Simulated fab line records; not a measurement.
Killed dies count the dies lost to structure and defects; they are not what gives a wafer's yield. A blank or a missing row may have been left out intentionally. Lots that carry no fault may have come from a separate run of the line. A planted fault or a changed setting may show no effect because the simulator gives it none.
A lot that was struck, set against a sound lot / flow gf180mcu / 17 out of 602 route steps
Sound: the wafers L587.1, L587.5, L587.6. Wafers L598.2, L598.5, L598.6 were the ones struck. Last of all comes the cause.
For every step that has rows: the tool of each side, followed by ch and its chambers, followed by its first start. Under that, the readings that differ: sound wafers / struck wafers / difference of the means / sigmas: that difference in standard deviations of wafers without a fault.
alike: words and numbers the same on both sides, and readings whose means are apart by under 2 such deviations; not compared: readings that were withheld, readings missing a value for some wafer, numbers with overlapping values and no deviation given by the record, and bounds like >300 which may hide the same value.
The two part at a step that has a row with sigmas, a row that says differs or no value, or rows on one side only. Numbers that don't overlap but have no deviation are shown without sigmas and don't part them. A reading missing from all wafers of one side parts the sides only when that side holds two or more wafers.

first, 3 steps without rows for these wafers: GF_V1_EXPOSE_11 (exposes mask Via1, target cd 260 nm); GF_V1_PEB_12 (peb time 90 s); GF_V1_DEVELOP_13 (develop time 60 s).
GF_V1_CD_MEAS_14: target cd 260 nm.
  struck on cdSem-02, day 23 20:05; sound on cdSem-02, day 19 15:16
  alike: cdNm
GF_V1_OVL_MEAS_15:
  struck on overlay-01, day 23 20:11; sound on overlay-01, day 19 15:23
  alike: V1_OVL
GF_V1_ETCH_16: etches BARC in N2/H2.
  sound on rieDiel-04 ch 0,3, day 19 15:25; struck on rieDiel-02 ch 0,1, day 23 20:13
reading=throttleValvePct (%); sound=13.254 13.225 13.235; struck=13.222 13.218 13.216; difference=-0.019; sigmas=-2
  alike: drypumpMotorCurrentA, h2FlowSccm, oesProductAu
GF_V1_ETCH_17: etches SiO2 in C4F8/O2/Ar, stops on TiN, target depth 630 nm.
  sound on rieDiel-04 ch 0,3; struck on rieDiel-02 ch 0,1
  alike: oesProductAu
GF_V1_STRIP_18: strips in O2/N2.
  sound on plasmaAsher-01 ch 0,1, day 19 15:33; struck on plasmaAsher-01 ch 0,1, day 23 20:21
  alike: drypumpMotorCurrentA, heaterPowerW, o2FlowSccm, oesProductAu
  not compared: rfHoursCounterH
then, 2 steps without rows for these wafers: GF_V1_STRIP_19 (strips in post etch residue remover, time 1200 s); GF_V1_CLEAN_20 (cleans in DIW).
GF_V1_SPUTTER_21: material Ti, target thk 15 nm, time 80.02 s.
  struck on pvdSputter-01, day 23 20:55; sound on pvdSputter-04, day 19 16:05
  alike: cathodeDcPowerW, throttleValvePct
GF_V1_SPUTTER_22: material TiN, target thk 10 nm, time 40 s.
  struck on pvdSputter-01, day 23 20:58; sound on pvdSputter-04, day 19 16:09
  alike: cathodeDcPowerW, throttleValvePct
GF_V1_CVD_23: deposits W, target thk 350 nm, time 105.05 s.
  sound on cvdW-02 ch 0,1, day 19 16:11; struck on cvdW-02 ch 0,1, day 23 21:01
  no value came back on the struck wafers for chamberPressureTorr (Torr), heaterPowerOuterW (W), heaterPowerW (W); on the sound wafers chamberPressureTorr (Torr) reads 39.87 40.12 40.03
GF_V1_RS_MEAS_24: a four-point-probe measurement.
  struck on filmMetro-02, day 23 21:08; sound on filmMetro-03, day 19 16:18
reading=V1_W_RS (ohm/sq); sound=0.329 0.332 0.327; struck=44.466 43.462 44.465; difference=+43.802; sigmas=+99 or more
GF_V1_THK_MEAS_25: measures by xrf.
  struck on filmMetro-02, day 23 21:15; sound on filmMetro-03, day 19 16:25
reading=V1_W_THK (nm); sound=344 341 346; struck=<0 <0 <0; difference=differs; sigmas=
GF_V1_CMP_26: polishes, stops on SiO2, t overpolish 15 s, target thk 0 nm.
  sound on cmp-02 ch 2,3, day 19 16:32; struck on cmp-01 ch 0,1, day 23 21:21
reading=timeToEndpointS (s); sound=87 79 85; struck=1 1 4; difference=-82; sigmas=-22
  alike: motorCurrentA
-- the record jumps here: 10 days lie between the struck wafers' starts before and after (it left off in module V1 and takes up again in module PASSIVATION, whose first step shown is number 602 of the route) --
GF_PASSIVATION_PROBE_99:
  only the struck wafers here have rows in the record (prober-02, day 33 10:00); the sound ones have none

== WHERE THEY PART ==
Earliest at GF_V1_ETCH_16; latest, in this record, at GF_PASSIVATION_PROBE_99.

WHY: the cause the simulator had injected
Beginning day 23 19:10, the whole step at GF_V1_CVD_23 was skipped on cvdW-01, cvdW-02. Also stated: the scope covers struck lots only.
